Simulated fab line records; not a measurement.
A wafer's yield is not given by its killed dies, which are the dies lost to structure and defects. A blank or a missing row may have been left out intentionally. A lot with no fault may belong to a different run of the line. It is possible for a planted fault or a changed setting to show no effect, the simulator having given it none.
A single fault, viewed from 2 desks || flow gf180mcu || each desk holds nothing but its own numbers, with what lay behind them at the end

== THE TOOL OWNER'S DESK: lithoTrack-01 ==
The tool's own readings at GF_V5_SOFTBAKE_10 (time 60 s): means of the sampled wafers that have a number, for each lot that ran on this tool. A lot is out of limits, marked OUT, if its mean lies more than 4 standard deviations from the usual mean; the brackets give that distance.
Columns: A = heaterPowerTotalW at GF_V5_SOFTBAKE_10, usual 93.05 W; B = runLengthS at GF_V5_SOFTBAKE_10, usual 89.23 s
{"lot": "L321", "first seen here": "day 27 21:00", "A": 93.06, "B": 89.24}
{"lot": "L322", "first seen here": "day 28 02:00", "A": 93.01, "B": 89.08}
{"lot": "L324", "first seen here": "day 28 20:00", "A": 93.06, "B": 89.09}
{"lot": "L327", "first seen here": "day 30 01:00", "A": "93.86 (+15) OUT", "B": "87.59 (-9.7) OUT"}
{"lot": "L328", "first seen here": "day 30 02:00", "A": "93.60 (+10) OUT", "B": "88.03 (-7.1) OUT"}
This desk finds L327, L328 out of limits, L327 being first, at day 30 01:00 (heaterPowerTotalW at GF_V5_SOFTBAKE_10). In limits: L321, L322, L324.

== THE METROLOGY DESK ==
Means of the sampled wafers that have a number, per lot and without regard to the tool the lot ran on: this is what the gauges read. A lot is out of limits, marked OUT, if its mean lies more than 4 standard deviations from the usual mean; the brackets give that distance.
Columns: A = PASSIVATION_CVD_02_THK at GF_PASSIVATION_THK_MEAS_03, usual 697 nm
{"lot": "L318", "first seen here": "day 28 03:31", "A": 694}
{"lot": "L319", "first seen here": "day 28 08:18", "A": 691}
{"lot": "L320", "first seen here": "day 28 18:43", "A": 699}
{"lot": "L321", "first seen here": "day 29 05:04", "A": 699}
{"lot": "L322", "first seen here": "day 29 10:08", "A": 696}
{"lot": "L323", "first seen here": "day 29 18:52", "A": 705}
{"lot": "L324", "first seen here": "day 30 03:06", "A": 695}
{"lot": "L327", "first seen here": "day 31 08:31", "A": 696}
{"lot": "L328", "first seen here": "day 31 08:45", "A": 688}
{"lot": "L337", "first seen here": "day 33 09:41", "A": 699}
{"lot": "L338", "first seen here": "day 33 18:18", "A": 693}
{"lot": "L339", "first seen here": "day 33 21:44", "A": 699}
{"lot": "L340", "first seen here": "day 34 00:50", "A": 695}
{"lot": "L341", "first seen here": "day 34 07:23", "A": 698}
This desk found nothing out of limits on any of the 14 lots.

== ALL TOGETHER ==
The tool owner's desk had the chance to raise an alarm at day 30 01:00 on L327, L328.
From the metrology desk's view, nothing was out of limits.
The metrology desk has L327, L328 on record, within its limits.
On lithoTrack-01, each named lot ran GF_V5_SOFTBAKE_10.

== WHAT THE SIMULATOR HAD INSERTED ==
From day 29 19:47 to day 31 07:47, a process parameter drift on lithoTrack-01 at GF_V5_SOFTBAKE_10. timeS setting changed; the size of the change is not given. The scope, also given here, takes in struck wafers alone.
Struck lots among those shown: L327, L328.
Time in hours from fault onset to the first out-of-limits reading at each desk: the tool owner's desk, 5.
